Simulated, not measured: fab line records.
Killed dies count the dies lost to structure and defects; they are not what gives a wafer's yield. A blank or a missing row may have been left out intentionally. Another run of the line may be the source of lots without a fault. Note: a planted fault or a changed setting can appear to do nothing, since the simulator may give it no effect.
Check of tool commonality | flow gf180mcu | Lots sampled 14, wafers sampled 42

== REASON IT WAS OPENED ==
At GF_VT_IMPLANT_TW_MEAS_21 the reading VT_IMPLANT_2_TW is flagged on 3 of 14 lots. No-fault wafers: 1228, standard deviation 11.
Rule: a lot is flagged in two cases, either no wafer of it has a number, or all its wafers with numbers fall more than 4 standard deviations from that mean. All remaining lots are regarded as sound.

lot  | measured     | on            | VT_IMPLANT_2_TW, wafer by wafer | flag
L441 | day 6 05:12  | film_metro-02 | 1212 1213 1215                  |
L443 | day 6 18:29  | film_metro-02 | 1209 1213 1212                  |
L445 | day 7 08:56  | film_metro-04 | 1246 1233 1238                  |
L446 | day 7 13:14  | film_metro-01 | 1232 1225 1235                  |
L450 | day 8 12:40  | film_metro-01 | 1219 1214 1222                  |
L451 | day 8 19:50  | film_metro-04 | 1241 1247 1239                  |
L452 | day 9 05:18  | film_metro-01 | 1153 1166 1162                  | FLAGGED
L453 | day 9 09:13  | film_metro-04 | 1175 1169 1172                  | FLAGGED
L454 | day 9 16:29  | film_metro-01 | 1160 1155 1158                  | FLAGGED
L455 | day 9 22:36  | film_metro-01 | 1232 1233 1225                  |
L456 | day 10 03:23 | film_metro-04 | 1242 1244 1240                  |
L457 | day 10 11:50 | film_metro-01 | 1221 1222 1220                  |
L462 | day 11 17:00 | film_metro-01 | 1223 1227 1224                  |
L463 | day 12 01:34 | film_metro-01 | 1218 1216 1216                  |
Average over the flagged lots: 1163; offset from the usual -65, equal to -6 standard deviations.

== TOOL THAT RAN EACH LOT ==
The record holds 1 process step before the reading, out of a route of 602 steps. Cell contents, in order: the tool; ch with the chambers the sampled wafers went through; the start.
lot  | flag    | GF_VT_IMPLANT_IMPLANT_19
L441 |         | implanter-01 ch 0, day 6 04:58
L443 |         | implanter-01 ch 0, day 6 18:14
L445 |         | implanter-01 ch 0, day 7 08:42
L446 |         | implanter-01 ch 0, day 7 12:59
L450 |         | implanter-03 ch 0, day 8 12:26
L451 |         | implanter-03 ch 0, day 8 19:36
L452 | FLAGGED | implanter-03 ch 0, day 9 05:04
L453 | FLAGGED | implanter-03 ch 0, day 9 08:59
L454 | FLAGGED | implanter-03 ch 0, day 9 16:14
L455 |         | implanter-01 ch 0, day 9 22:22
L456 |         | implanter-02 ch 0, day 10 03:08
L457 |         | implanter-02 ch 0, day 10 11:35
L462 |         | implanter-01 ch 0, day 11 16:46
L463 |         | implanter-01 ch 0, day 12 01:20
What these steps do:
- GF_VT_IMPLANT_IMPLANT_19
- GF_VT_IMPLANT_TW_MEAS_21

== FLAGGED OVER TOTAL, TOOL BY TOOL (the gauges that took the reading come last) ==
step                     | tool          | lots run | flagged | share of the flagged lots | sound lots run after its first flagged lot
GF_VT_IMPLANT_IMPLANT_19 | implanter-01  | 7        | 0       | none                      | -
GF_VT_IMPLANT_IMPLANT_19 | implanter-02  | 2        | 0       | none                      | -
GF_VT_IMPLANT_IMPLANT_19 | implanter-03  | 5        | 3       | all                       | 0
GF_VT_IMPLANT_TW_MEAS_21 | film_metro-01 | 8        | 2       | some                      | 4 (L455,L457,L462,L463)
GF_VT_IMPLANT_TW_MEAS_21 | film_metro-02 | 2        | 0       | none                      | -
GF_VT_IMPLANT_TW_MEAS_21 | film_metro-04 | 4        | 1       | some                      | 1 (L456)

== WHAT THE TABLE ALLOWS ==
Rows of the table that ran each flagged lot: 1, that is implanter-03 at GF_VT_IMPLANT_IMPLANT_19.
- implanter-03 at GF_VT_IMPLANT_IMPLANT_19: 3 of its 5 lots flagged. Last sound lot L451 at day 8 19:36, first flagged lot L452 at day 9 05:04; a fault beginning in between fits. Its own readings (beam_energy_keV) fall more than 4 standard deviations out on all wafers of the flagged lots.
Left over: one tool, implanter-03 at GF_VT_IMPLANT_IMPLANT_19.

== WHAT THE SIMULATOR HAD PUT IN ==
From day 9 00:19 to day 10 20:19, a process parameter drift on implanter-03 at GF_VT_IMPLANT_IMPLANT_19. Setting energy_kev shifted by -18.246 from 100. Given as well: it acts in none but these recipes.
Lots struck among those shown: L452, L453, L454. The same result came from the rule above.
